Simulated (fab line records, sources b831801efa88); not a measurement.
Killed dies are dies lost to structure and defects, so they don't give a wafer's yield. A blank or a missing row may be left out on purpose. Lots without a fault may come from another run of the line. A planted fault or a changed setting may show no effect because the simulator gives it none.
Which tool did it? | flow sky130 | 12 lots, 36 wafers sampled, at 3 steps of a route of 708

WHAT THE GAUGES READ, wafer by wafer
SKY_PASSIVATION_THK_MEAS_01. Usual: PASSIVATION_CVD_00_THK 89.9 nm, standard deviation 1.3.
lot  | measured     | on            | PASSIVATION_CVD_00_THK (nm) | flag
L969 | day 43 21:07 | film_metro-03 | 88.4 89.6 89.5              |
L970 | day 44 07:47 | film_metro-04 | 91.1 89.3 91.7              |
L971 | day 44 14:50 | film_metro-03 | 89.4 89.5 91.3              |
L974 | day 45 08:18 | film_metro-04 | 89.1 88.8 89.8              |
L972 | day 45 08:23 | film_metro-01 | 88.0 88.2 89.5              |
L973 | day 45 11:59 | film_metro-04 | 90.1 91.0 91.6              |
L976 | day 45 22:44 | film_metro-04 | 88.3 90.4 90.4              |
L978 | day 46 10:07 | film_metro-03 | 88.5 89.5 90.2              |
L980 | day 46 22:36 | film_metro-03 | 87.2 91.2 89.0              |
L981 | day 47 05:14 | film_metro-03 | 90.9 90.3 91.9              |
L984 | day 47 21:16 | film_metro-03 | 90.7 90.7 92.2              |
L986 | day 48 11:01 | film_metro-04 | 89.0 88.5 90.8              |

WHICH TOOL RAN EACH LOT (tool, then ch and the chambers of the sampled wafers, then the start)
lot  | SKY_VIA3_CLEAN_18               | SKY_VIA4_CVD_18
L969 | wet_bench-04 ch 1, day 39 14:57 | cvd_w-02 ch 0,1, day 42 20:39
L970 | wet_bench-01 ch 0, day 40 03:24 | cvd_w-01 ch 0,1, day 43 07:13
L971 | wet_bench-01 ch 2, day 40 11:07 | cvd_w-01 ch 0,1, day 43 14:31
L974 | wet_bench-01 ch 1, day 41 07:57 | cvd_w-01 ch 0,1, day 44 07:58
L972 | wet_bench-02 ch 2, day 41 08:17 | cvd_w-01 ch 0,1, day 44 08:42
L973 | wet_bench-02 ch 3, day 41 11:11 | cvd_w-02 ch 0,1, day 44 12:38
L976 | wet_bench-02 ch 1, day 41 23:25 | cvd_w-01 ch 0,1, day 45 00:09
L978 | wet_bench-02 ch 3, day 42 11:34 | cvd_w-01 ch 0,1, day 45 11:36
L980 | wet_bench-01 ch 3, day 43 01:40 | cvd_w-02 ch 0,1, day 45 23:41
L981 | wet_bench-01 ch 0, day 43 10:13 | cvd_w-02 ch 0,1, day 46 06:59
L984 | wet_bench-02 ch 1, day 44 03:24 | cvd_w-02 ch 0,1, day 46 23:10
L986 | wet_bench-02 ch 2, day 44 19:02 | cvd_w-01 ch 0,1, day 47 14:40
- SKY_VIA3_CLEAN_18: cleans in IPA, time 180 s.
- SKY_VIA4_CVD_18: deposits W, target thk 505 nm, time 152.14 s.

WHAT THE TOOLS THEMSELVES READ (means of the sampled wafers that have a number; where no wafer has one, the mark that the record gives instead)
SKY_VIA3_CLEAN_18. Usual: temp_c 25.00 C, standard deviation 0.11.
lot  | tool         | temp_c (C) | flag
L969 | wet_bench-04 | 25.06      |
L970 | wet_bench-01 | 25.20      |
L971 | wet_bench-01 | 24.96      |
L974 | wet_bench-01 | 25.01      |
L972 | wet_bench-02 | 24.92      |
L973 | wet_bench-02 | 24.95      |
L976 | wet_bench-02 | 25.02      |
L978 | wet_bench-02 | 25.10      |
L980 | wet_bench-01 | 24.96      |
L981 | wet_bench-01 | 25.06      |
L984 | wet_bench-02 | 25.03      |
L986 | wet_bench-02 | 24.95      |

SKY_VIA4_CVD_18. Usual: heater_power_w 825 W, standard deviation 48; susceptor_temp_C 400.00 C, standard deviation 0.2.
lot  | tool     | heater_power_w (W) | susceptor_temp_C (C) | flag
L969 | cvd_w-02 | 856                | 400.18               |
L970 | cvd_w-01 | 781                | 400.01               |
L971 | cvd_w-01 | 786                | 400.24               |
L974 | cvd_w-01 | 778                | 399.98               |
L972 | cvd_w-01 | 786                | 399.81               |
L973 | cvd_w-02 | 873                | 399.99               |
L976 | cvd_w-01 | 789                | 399.88               |
L978 | cvd_w-01 | 769                | 399.97               |
L980 | cvd_w-02 | 879                | 400.17               |
L981 | cvd_w-02 | 883                | 399.85               |
L984 | cvd_w-02 | 856                | 399.95               |
L986 | cvd_w-01 | 774                | 400.04               |

THE ANSWER, worked out from the rows above alone
Rule: a lot is off if the mean of its wafers that have a number lies more than 3 standard deviations from the usual mean. A lot without any number at a reading at which 4 lots or more have one is off too. The other lots that the step has rows for count as sound. The gauges are gone through in route order, then the tools' own readings, and for those a lot's mean is taken as printed above. The first step at which some lot is off is used, and at that step the reading that is off furthest; a lot without a number counts as furthest.
No lot is off at any reading shown: from this, nothing can be told.

WHAT THE SIMULATOR HAD PUT IN
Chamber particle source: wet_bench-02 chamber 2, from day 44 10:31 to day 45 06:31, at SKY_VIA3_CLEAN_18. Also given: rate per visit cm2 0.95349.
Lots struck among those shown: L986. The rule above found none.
